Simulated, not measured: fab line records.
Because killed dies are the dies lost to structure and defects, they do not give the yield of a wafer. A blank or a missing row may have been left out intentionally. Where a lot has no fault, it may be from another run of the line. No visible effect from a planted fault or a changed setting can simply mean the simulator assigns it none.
fab line records	flow sky130
[record] lots = 5	wafers = 15	lastDay = 50
route steps=708 shown PWDE@48 NWELL@56
lots with no fault: from the same line, run without faults
startH: hours from the record's first day to the start of the lot's first wafer shown	waitH: hours elapsed since this lot's preceding step	" identical to the entry in the row above	L1.1+2: one row covering several wafers at once	- value missing, or start not given	* or withheld: withheld	< > ~ a bound
route shown NAME@n: names a module that has steps shown in the file, with the first one's number in the route	usual: mean and standard deviation over wafers with no fault	same: alike in all rows	chamber/n: place in a boat	sites: readings site by site	_std_site: the values' standard deviation	_edge_site: the outer-site mean with the inner-site mean subtracted	radiusMm: how far each site lies from the wafer's centre	mask NAME#n: copy n	behind: the last tool/chamber to shape the wafer	hold: reason for holding the lot/hours on hold/outcome of the hold	device: which transistor (n, p or np) failed to switch	end of line: the route-end tests of the same wafers	a step given without rows: its recipe and nothing more	killed: dies that structure and defects cost at the first sort, which is not the same as the wafer's yield	map: shows each die of a wafer: x if killed, . if not, _ if none is there
set.NAME: the run value of the setting; set.NAME@STEP: its run value at that earlier step	model.NAME: the simulator's own value behind a step, which no gauge read
certain route steps with their lots: each step a table, each wafer a row
services: the hour from which a tool's chamber was out of use, counted from the record's first day as startH (under 0 if before that day), plus the number of hours and why
[[steps]]
[step SKY_PWDE_SOFTBAKE_03]
[recipe] tempC = 110	timeS = withheld
[step SKY_PWDE_EXPOSE_04]
[recipe] maskId = PWDEM	na = 0.6	sourceShape = conventional	sigmaOuter = 0.6	polarization = unpolarized	targetCdNm = 840	doseMj = 214
[step SKY_PWDE_PEB_05]
[recipe] tempC = 115	timeS = withheld
[step SKY_PWDE_DEVELOP_06]
[recipe] wallAngleDeg = 90	developer = TMAH	developTimeS = 60	devTempC = 23
[step SKY_PWDE_OVL_MEAS_07]
[usual] PWDE_OVL = -0.7/1.4
lot.wafer	tool	chamber	startH	waitH	PWDE_OVL[nm]
L281.1	overlay-02	-	100.05	-	-0.5
L281.3	"	-	"	"	-1.0
L281.4	"	-	"	"	-0.7
L287.3	overlay-02	-	130.81	-	1.2
L287.4	"	-	"	"	-1.8
L287.6	"	-	"	"	-0.6
L288.1	overlay-02	-	135.41	-	-0.4
L288.2	"	-	"	"	-0.4
L288.4	"	-	"	"	-1.0
L291.2	overlay-02	-	151.86	-	1.1
L291.3	"	-	"	"	0.7
L291.4	"	-	"	"	-0.3
L298.1	overlay-02	-	196.05	-	-0.2
L298.5	"	-	"	"	-2.9
L298.6	"	-	"	"	-1.9
[step SKY_PWDE_IMPLANT_08]
[recipe] species = B	energyKev = 150	doseCm2 = 3.6e+12	tiltDeg = withheld
[step SKY_PWDE_STRIP_09]
[recipe] chemistry = O2/N2	powerW = 1400	pressureMtorr = 1500	platenTempC = withheld	o2FlowSccm = 3000	n2FlowSccm = 300	overashFraction = 0.5
[usual] chamberPressureMTorr = 1499.8/1.4	drypumpMotorCurrentA = 5.9/0.57	oesProductAu = 0.722/0.0043	stripTimeToEndpointS = 36.89/0.092
lot.wafer	tool	chamber	startH	waitH	chamberPressureMTorr	drypumpMotorCurrentA	oesProductAu	rfHoursCounterH	stripTimeToEndpointS
L281.1	plasmaAsher-04	1	100.24	0.1	1500.2	6.4	0.727	41	36.88
L281.3	"	1	"	"	1497.1	6.5	0.723	-	36.94
L281.4	"	0	"	"	1498.8	5.2	0.723	-	36.99
L287.3	plasmaAsher-04	0	131.02	0.1	1497.4	5.2	0.721	-	36.94
L287.4	"	1	"	"	1500.5	6.4	0.728	-	36.92
L287.6	"	0	"	"	1498.6	5.1	0.721	-	37.01
L288.1	plasmaAsher-04	0	135.60	0.1	1500.0	5.1	0.724	45	36.94
L288.2	"	1	"	"	1500.1	6.5	0.729	45	36.85
L288.4	"	0	"	"	1499.0	5.1	0.717	-	36.89
L291.2	plasmaAsher-02	0	152.04	0.1	1501.2	5.9	0.714	3	36.72
L291.3	"	1	"	"	1500.6	5.9	0.725	-	36.76
L291.4	"	0	"	"	1500.1	5.9	0.725	-	36.89
L298.1	plasmaAsher-04	0	196.24	0.1	1500.2	5.1	0.726	51	36.79
L298.5	"	0	"	"	1499.4	5.2	0.713	-	36.80
L298.6	"	1	"	"	1500.1	6.5	0.723	-	36.93
[step SKY_PWDE_TW_MEAS_10]
[usual] PWDE_TW = 374/3.9
lot.wafer	tool	chamber	startH	waitH	PWDE_TW
L281.1	filmMetro-02	-	100.34	0.1	377
L281.3	"	-	"	"	378
L281.4	"	-	"	"	377
L287.3	filmMetro-02	-	131.11	0.1	374
L287.4	"	-	"	"	374
L287.6	"	-	"	"	375
L288.1	filmMetro-01	-	135.70	0.1	377
L288.2	"	-	"	"	378
L288.4	"	-	"	"	379
L291.2	filmMetro-03	-	152.15	0.1	369
L291.3	"	-	"	"	368
L291.4	"	-	"	"	366
L298.1	filmMetro-02	-	196.34	0.1	374
L298.5	"	-	"	"	373
L298.6	"	-	"	"	374
[step SKY_NWELL_DEHYDRATE_03]
[recipe] tempC = 200	timeS = 60
[step SKY_NWELL_HMDS_04]
[recipe] primeTimeS = 60	primeTempC = 120
[step SKY_NWELL_COAT_05]
[recipe] spinRpm = 2000	resistThkNm = 3000
[step SKY_NWELL_SOFTBAKE_06]
[recipe] tempC = 110	timeS = withheld
[step SKY_NWELL_EXPOSE_07]
[recipe] maskId = NWM	na = 0.6	sourceShape = conventional	sigmaOuter = 0.6	polarization = unpolarized	targetCdNm = 840	doseMj = 255
[usual] exposureDoseMJCm2 = 254.96/0.25
lot.wafer	tool	chamber	startH	waitH	mask	exposureDoseMJCm2
L281.1	ilineStepper-02	0	109.57	-	NWM#0	254.90
L281.3	"	0	"	"	NWM#0	255.32
L281.4	"	0	"	"	NWM#0	254.87
L287.3	ilineStepper-01	0	140.58	-	NWM_COMPLEMENT#0	254.84
L287.4	"	0	"	"	NWM_COMPLEMENT#0	255.00
L287.6	"	0	"	"	NWM_COMPLEMENT#0	254.64
L288.1	ilineStepper-01	0	145.86	-	NWM#0	254.66
L288.2	"	0	"	"	NWM#0	255.25
L288.4	"	0	"	"	NWM#0	255.02
L291.2	ilineStepper-02	0	162.01	-	NWM#0	255.04
L291.3	"	0	"	"	NWM#0	255.04
L291.4	"	0	"	"	NWM#0	254.84
L298.1	ilineStepper-02	0	206.74	-	NWM#0	255.23
L298.5	"	0	"	"	NWM#0	255.26
L298.6	"	0	"	"	NWM#0	255.10
[step SKY_NWELL_PEB_08]
[recipe] tempC = 115	timeS = withheld
[step SKY_NWELL_DEVELOP_09]
[recipe] wallAngleDeg = 90	developer = TMAH	developTimeS = 60	devTempC = 23
[step SKY_NWELL_OVL_MEAS_10]
[usual] NWELL_00_OVL = 1.0/1.6
lot.wafer	tool	chamber	startH	waitH	NWELL_00_OVL[nm]
L281.1	overlay-02	-	117.98	-	0.8
L281.3	"	-	"	"	1.0
L281.4	"	-	"	"	0.1
L287.3	overlay-02	-	150.80	-	-
L287.4	"	-	"	"	-
L287.6	"	-	"	"	-
L288.1	overlay-02	-	155.99	-	-1.3
L288.2	"	-	"	"	-0.5
L288.4	"	-	"	"	-0.4
L291.2	overlay-02	-	172.40	-	1.9
L291.3	"	-	"	"	1.7
L291.4	"	-	"	"	1.1
L298.1	overlay-02	-	217.24	-	1.0
L298.5	"	-	"	"	1.3
L298.6	"	-	"	"	0.6
[step SKY_NWELL_IMPLANT_11]
[recipe] species = P	energyKev = 395.3	doseCm2 = 1.9e+13	tiltDeg = withheld
[step SKY_NWELL_IMPLANT_12]
[recipe] species = P	energyKev = 120	doseCm2 = 1.3e+12	tiltDeg = withheld
[step SKY_NWELL_IMPLANT_13]
[recipe] species = P	energyKev = 50	doseCm2 = 7e+11	tiltDeg = withheld
[step SKY_NWELL_STRIP_14]
[recipe] chemistry = O2/N2	powerW = 1400	pressureMtorr = 1500	platenTempC = withheld	o2FlowSccm = 3000	n2FlowSccm = 300	overashFraction = 0.5
[usual] chamberPressureMTorr = 1499.9/1.2	drypumpMotorCurrentA = 5.7/0.53	oesProductAu = 0.722/0.0043	stripTimeToEndpointS = 36.93/0.1
lot.wafer	tool	chamber	startH	waitH	chamberPressureMTorr	drypumpMotorCurrentA	oesProductAu	rfHoursCounterH	stripTimeToEndpointS
L281.1	plasmaAsher-02	0	118.46	0.1	1499.3	5.9	0.718	0	36.91
L281.3	"	0	"	"	1501.1	5.9	0.725	-	37.08
L281.4	"	1	"	"	1500.0	5.9	0.721	-	36.99
L287.3	plasmaAsher-04	0	151.31	0.1	1500.4	5.1	0.724	-	36.98
L287.4	"	1	"	"	1499.9	6.5	0.723	-	36.92
L287.6	"	0	"	"	1500.2	5.2	0.724	-	37.04
L288.1	plasmaAsher-04	1	156.48	0.1	1500.6	6.4	0.725	47	36.80
L288.2	"	0	"	"	1500.1	5.2	0.723	47	36.80
L288.4	"	1	"	"	1500.4	6.4	0.725	-	36.85
L291.2	plasmaAsher-04	0	172.88	0.1	1500.9	5.2	0.723	49	36.93
L291.3	"	0	"	"	1499.6	5.1	0.717	-	36.98
L291.4	"	1	"	"	1500.3	6.4	0.724	-	37.02
L298.1	plasmaAsher-04	0	217.73	0.1	1500.4	5.1	0.722	53	36.79
L298.5	"	0	"	"	1498.7	5.2	0.729	-	36.92
L298.6	"	1	"	"	1498.1	6.5	0.724	-	36.89
[step SKY_NWELL_TW_MEAS_15]
[usual] NWELL_TW = 1823/17
lot.wafer	tool	chamber	startH	waitH	NWELL_TW
L281.1	filmMetro-01	-	118.56	0.1	1826
L281.3	"	-	"	"	1832
L281.4	"	-	"	"	1838
L287.3	filmMetro-01	-	151.40	0.1	30
L287.4	"	-	"	"	30
L287.6	"	-	"	"	30
L288.1	filmMetro-02	-	156.58	0.1	1840
L288.2	"	-	"	"	1843
L288.4	"	-	"	"	1842
L291.2	filmMetro-03	-	172.99	0.1	1784
L291.3	"	-	"	"	1785
L291.4	"	-	"	"	1792
L298.1	filmMetro-01	-	217.83	0.1	1827
L298.5	"	-	"	"	1825
L298.6	"	-	"	"	1818
[step SKY_NWELL_DEHYDRATE_16]
[recipe] tempC = 200	timeS = 60
[step SKY_NWELL_HMDS_17]
[recipe] primeTimeS = 60	primeTempC = 120
[step SKY_NWELL_COAT_18]
[recipe] spinRpm = 2000	resistThkNm = 3000
[step SKY_NWELL_SOFTBAKE_19]
[recipe] tempC = 110	timeS = withheld
[step SKY_NWELL_EXPOSE_20]
[recipe] maskId = NWM_COMPLEMENT	na = 0.6	sourceShape = conventional	sigmaOuter = 0.6	polarization = unpolarized	targetCdNm = 840	doseMj = 260
[step SKY_NWELL_PEB_21]
[recipe] tempC = 115	timeS = withheld
[step SKY_NWELL_DEVELOP_22]
[recipe] wallAngleDeg = 90	developer = TMAH	developTimeS = 60	devTempC = 23
[step SKY_NWELL_OVL_MEAS_23]
[usual] NWELL_01_OVL = 1.0/1.4
lot.wafer	tool	chamber	startH	waitH	NWELL_01_OVL[nm]
L281.1	overlay-02	-	137.61	-	-1.9
L281.3	"	-	"	"	-1.2
L281.4	"	-	"	"	-1.6
L287.3	overlay-02	-	171.95	-	1.3
L287.4	"	-	"	"	3.1
L287.6	"	-	"	"	3.8
L288.1	overlay-02	-	176.79	-	0.2
L288.2	"	-	"	"	1.0
L288.4	"	-	"	"	2.4
L291.2	overlay-02	-	194.67	-	1.4
L291.3	"	-	"	"	1.1
L291.4	"	-	"	"	1.3
L298.1	overlay-02	-	240.66	-	1.7
L298.5	"	-	"	"	1.9
L298.6	"	-	"	"	-0.3
[step SKY_NWELL_IMPLANT_24]
[recipe] species = B	energyKev = 140	doseCm2 = 9.2e+12	tiltDeg = withheld
[step SKY_NWELL_STRIP_25]
[recipe] chemistry = O2/N2	powerW = 1400	pressureMtorr = 1500	platenTempC = withheld	o2FlowSccm = 3000	n2FlowSccm = 300	overashFraction = 0.5
[usual] chamberPressureMTorr = 1500.2/1.3	drypumpMotorCurrentA = 5.7/0.48	oesProductAu = 0.722/0.0044	stripTimeToEndpointS = 36.87/0.1
lot.wafer	tool	chamber	startH	waitH	chamberPressureMTorr	drypumpMotorCurrentA	oesProductAu	rfHoursCounterH	stripTimeToEndpointS
L281.1	plasmaAsher-02	0	137.80	0.1	1502.5	5.9	0.721	2	37.07
L281.3	"	0	"	"	1500.7	5.9	0.718	-	37.12
L281.4	"	1	"	"	1499.6	5.9	0.722	-	37.12
L287.3	plasmaAsher-01	0	172.16	0.1	1499.5	5.5	0.728	-	36.93
L287.4	"	1	"	"	1500.4	5.2	0.726	-	36.89
L287.6	"	0	"	"	1502.6	5.5	0.723	-	36.99
L288.1	plasmaAsher-02	1	176.98	0.1	1501.2	5.9	0.713	6	36.73
L288.2	"	0	"	"	1499.0	5.9	0.719	6	36.85
L288.4	"	1	"	"	1500.6	5.9	0.724	-	36.81
L291.2	plasmaAsher-04	0	194.85	0.1	1501.0	5.2	0.727	51	36.75
L291.3	"	1	"	"	1501.7	6.5	0.724	-	36.74
L291.4	"	0	"	"	1499.2	5.1	0.713	-	36.81
L298.1	plasmaAsher-01	0	240.85	0.1	1502.2	5.5	0.731	47	37.09
L298.5	"	0	"	"	1502.0	5.5	0.717	-	36.93
L298.6	"	1	"	"	1501.0	5.2	0.723	-	36.94
[step SKY_NWELL_TW_MEAS_26]
[usual] NWELL_2_TW = 497/4.9
lot.wafer	tool	chamber	startH	waitH	NWELL_2_TW
L281.1	filmMetro-02	-	137.90	0.1	498
L281.3	"	-	"	"	495
L281.4	"	-	"	"	496
L287.3	filmMetro-03	-	172.25	0.1	1798
L287.4	"	-	"	"	1802
L287.6	"	-	"	"	1810
L288.1	filmMetro-01	-	177.08	0.1	499
L288.2	"	-	"	"	501
L288.4	"	-	"	"	503
L291.2	filmMetro-02	-	194.96	0.1	493
L291.3	"	-	"	"	498
L291.4	"	-	"	"	496
L298.1	filmMetro-02	-	240.95	0.1	498
L298.5	"	-	"	"	499
L298.6	"	-	"	"	501
[step SKY_NWELL_CLEAN_27]
[recipe] chemistry = SC1/SC2	mix = 1:4:20	tempC = 70	timeS = 150	dry = n2Spin
[[services]]
tool	chamber	startH	hours	kind
plasmaAsher-04	-	84.45	1.4	repair
ilineStepper-01	-	90.25	1.7	pm
plasmaAsher-02	-	108.75	9.0	pm
plasmaAsher-02	0	108.75	9.0	ventCycle
plasmaAsher-02	1	108.75	9.0	ventCycle
plasmaAsher-02	0	117.75	-	clean
plasmaAsher-02	1	117.75	-	clean
plasmaAsher-04	-	131.09	0.3	repair
plasmaAsher-02	-	193.56	0.6	repair
plasmaAsher-04	-	201.56	1.4	repair
plasmaAsher-04	-	205.25	5.7	repair
ilineStepper-02	-	227.56	1.7	pm
[[key]]
[firstSign] step = SKY_NWELL_EXPOSE_07	reading = mask	direction = changed
[effect] step = SKY_NWELL_OVL_MEAS_10	reading = NWELL_00_OVL	direction = missing
[effect] step = SKY_NWELL_TW_MEAS_15	reading = NWELL_TW	direction = down	sigmas = 99+	usual = 1823	struck = 30
[effect] step = SKY_NWELL_TW_MEAS_26	reading = NWELL_2_TW	direction = up	sigmas = 99+	usual = 497	struck = 1803
metAt SKY_NWELL_EXPOSE_07
struckWafers L287.3,L287.4,L287.6
sortLeftOut L287.3,L287.4,L287.6
testerLeftOut L287
[fault] kind = wrongMask	tool = any	chamber = -	onsetH = 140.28	steps = SKY_NWELL_EXPOSE_07	auxCopy = NWM_COMPLEMENT#0	scope = struckLotsOnly
// testerLeftOut: of these lots the tester's yield and bins aren't shown, on N5 and GAA mostly nor the transistor test; their killed dies are dies lost to structure and defects alone, not to doping, threshold or leakage, so they don't give the yield
// sortLeftOut: the simulated sort isn't trusted on such a fault, so these wafers' sort isn't shown, and their yield isn't known
